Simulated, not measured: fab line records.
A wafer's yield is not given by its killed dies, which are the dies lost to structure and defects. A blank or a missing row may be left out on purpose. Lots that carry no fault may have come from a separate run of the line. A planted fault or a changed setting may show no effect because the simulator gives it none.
A struck lot beside a sound one	flow sfqLine	14 steps out of a route of 325
Sound: wafers L307.2, L307.4, L307.5. Struck: wafer L300.5. (L300.1, L300.2 of the same lot were not struck and are left out.) The cause comes at the end.
Order at every step that has rows: each side's tool, ch and its chambers, its first start. Under that, the readings that differ: sound wafers	struck wafers	difference of the means	sigmas: that difference in standard deviations of wafers without a fault.
alike: same words and numbers on both sides, and readings whose means sit less than 2 such deviations apart. not compared: any withheld reading, any reading some wafer has no value for, any bound like >300 that may hide the same value, and any number with overlapping values for which the record gives no deviation.
The two part at a step that has a row with sigmas, a row that says differs or no value, or rows on one side only. When numbers do not overlap yet have no deviation, they are printed without sigmas and do not part them. Lack of a reading on every wafer of one side parts them only where that side has two or more wafers.

first, 2 steps without rows for these wafers: SFQ_TRILAYER_I7_VIA_LITHO_PEB_190 (peb time 60 s); SFQ_TRILAYER_I7_VIA_LITHO_DEVELOP_189 (time 60 s).
SFQ_I7_OVL_MEAS_947:
  sound on overlay-01, day 92 14:04; struck on overlay-01, day 81 20:11
  alike: I7_OVL
SFQ_TRILAYER_I7_VIA_BARC_OPEN_VIA_ETCH_260: etches BARC in O2, target depth 125 nm, time 41.7 s.
  sound on rieDiel-02 ch 0,1,3, day 92 14:06; struck on rieDiel-04 ch 0, day 81 20:14
  alike: chamberPressureMTorr, drypumpMotorCurrentA, oesProductAu
  not compared: rfHoursCounterH
SFQ_TRILAYER_I7_VIA_ETCH_VIA_ETCH_190: etches SiO2 in CHF3, stops on Nb, target depth 260 nm.
  sound on rieDiel-02 ch 0,1,3, day 92 14:08; struck on rieDiel-04 ch 0, day 81 20:16
  alike: chamberPressureMTorr, drypumpMotorCurrentA, oesProductAu
SFQ_TRILAYER_I7_VIA_STRIP_STRIP_191: strips in O2.
  sound on rieMetal-03 ch 0,1, day 92 14:15; struck on rieMetal-02 ch 0, day 81 20:23
  alike: chamberPressureMTorr, drypumpMotorCurrentA, oesProductAu
  not compared: rfHoursCounterH
then, 6 steps without rows for these wafers: SFQ_TRILAYER_I7_VIA_STRIP_SOLV_CLEAN_192 (cleans in NMP, time 600 s); SFQ_TRILAYER_M8_LITHO_LOR_COAT_197; SFQ_TRILAYER_M8_LITHO_LOR_BAKE_198; SFQ_TRILAYER_M8_LITHO_COAT_193 (resist thk 600 nm); SFQ_TRILAYER_M8_LITHO_SOFTBAKE_199; SFQ_TRILAYER_M8_LITHO_EXPOSE_194 (exposes mask M8, target cd 2000 nm).
SFQ_TRILAYER_M8_LITHO_PEB_196: peb time 60 s.
  sound on lithoTrack-02 ch 0, day 92 18:42; struck on lithoTrack-02 ch 0, day 82 00:16
reading	sound	struck	difference	sigmas
heaterPowerTotalW (W)	79.21 79.01 79.18	80.24	+1.11	+17
then, 1 step without rows for these wafers: SFQ_TRILAYER_M8_LITHO_DEVELOP_195 (img clear 15 s, time 55 s).

WHERE THEY PART
Only at SFQ_TRILAYER_M8_LITHO_PEB_196, within this record.

WHY: what the simulator had put in
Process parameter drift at SFQ_TRILAYER_M8_LITHO_PEB_196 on lithoTrack-02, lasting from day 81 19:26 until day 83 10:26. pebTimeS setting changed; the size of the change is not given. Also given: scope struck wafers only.
